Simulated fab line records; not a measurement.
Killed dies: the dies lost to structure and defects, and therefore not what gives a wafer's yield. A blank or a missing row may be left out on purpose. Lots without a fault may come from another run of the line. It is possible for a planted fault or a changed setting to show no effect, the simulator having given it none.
Which tool did it?    flow gf180mcu    21 wafers from 7 lots sampled at 3 of the route's 602 steps

== WHAT EACH GAUGE READ, for each wafer ==
GF_VT_IMPLANT_TW_MEAS_32.
lot   measured      on             VT_IMPLANT_3_TW
L128  day 7 07:47   film-metro-04  266.7 266.8 266.3
L133  day 8 19:38   film-metro-04  267.2 266.3 266.0
L135  day 9 06:33   film-metro-03  326.3 327.2 327.0
L137  day 9 19:57   film-metro-04  266.3 267.2 265.9
L142  day 11 02:46  film-metro-04  265.1 268.5 267.1
L145  day 11 21:59  film-metro-01  268.7 270.4 270.1
L149  day 12 22:46  film-metro-01  268.0 270.4 270.6

== EACH LOT AND THE TOOL THAT RAN IT (in order: tool; ch and the chambers of the sampled wafers; start) ==
lot   GF_LVPWELL_STRIP_10                  GF_VT_IMPLANT_IMPLANT_30
L128  plasma-asher-03 ch 0,1, day 4 06:47  implanter-01 ch 0, day 7 07:32
L133  plasma-asher-03 ch 0,1, day 5 12:56  implanter-01 ch 0, day 8 19:23
L135  plasma-asher-03 ch 0,1, day 5 21:45  implanter-01 ch 0, day 9 05:56
L137  plasma-asher-02 ch 0,1, day 6 11:08  implanter-02 ch 0, day 9 19:42
L142  plasma-asher-02 ch 0,1, day 7 14:37  implanter-01 ch 0, day 11 02:33
L145  plasma-asher-02 ch 1, day 8 08:50    implanter-03 ch 0, day 11 21:46
L149  plasma-asher-04 ch 0,1, day 9 07:00  implanter-01 ch 0, day 12 22:31
- GF_LVPWELL_STRIP_10: strips in O2/N2.
- GF_VT_IMPLANT_IMPLANT_30

== THE ANSWER, worked out from the rows above alone ==
Rule: what is usual is taken from the lots themselves. Put in order of their means at a reading, lots are off if they are a third of the lots or fewer, leave a main group of 4 or more, and stand apart from it by a gap of 3 or more times the standard deviation of the main group's means; of several such gaps the widest counts. If all means in a main group match to the digits the tables above print for the reading, that group is not used. A lot without any number at a reading at which 4 lots or more have one is off too. All remaining lots with rows at the step are treated as sound.
Off: L135, at GF_VT_IMPLANT_TW_MEAS_32 (VT_IMPLANT_3_TW). The main group: mean 267.6, standard deviation 1.5.
A tool fits if, at a process step before that reading, it ran every lot that is off, and no sound lot after the first of them. Gauges at GF_VT_IMPLANT_TW_MEAS_32: tried the same way as those tools. Undecided on this evidence; 2 tools fit (plasma-asher-03 at GF_LVPWELL_STRIP_10, film-metro-03 at GF_VT_IMPLANT_TW_MEAS_32).

== WHAT HAD BEEN PUT IN BY THE SIMULATOR ==
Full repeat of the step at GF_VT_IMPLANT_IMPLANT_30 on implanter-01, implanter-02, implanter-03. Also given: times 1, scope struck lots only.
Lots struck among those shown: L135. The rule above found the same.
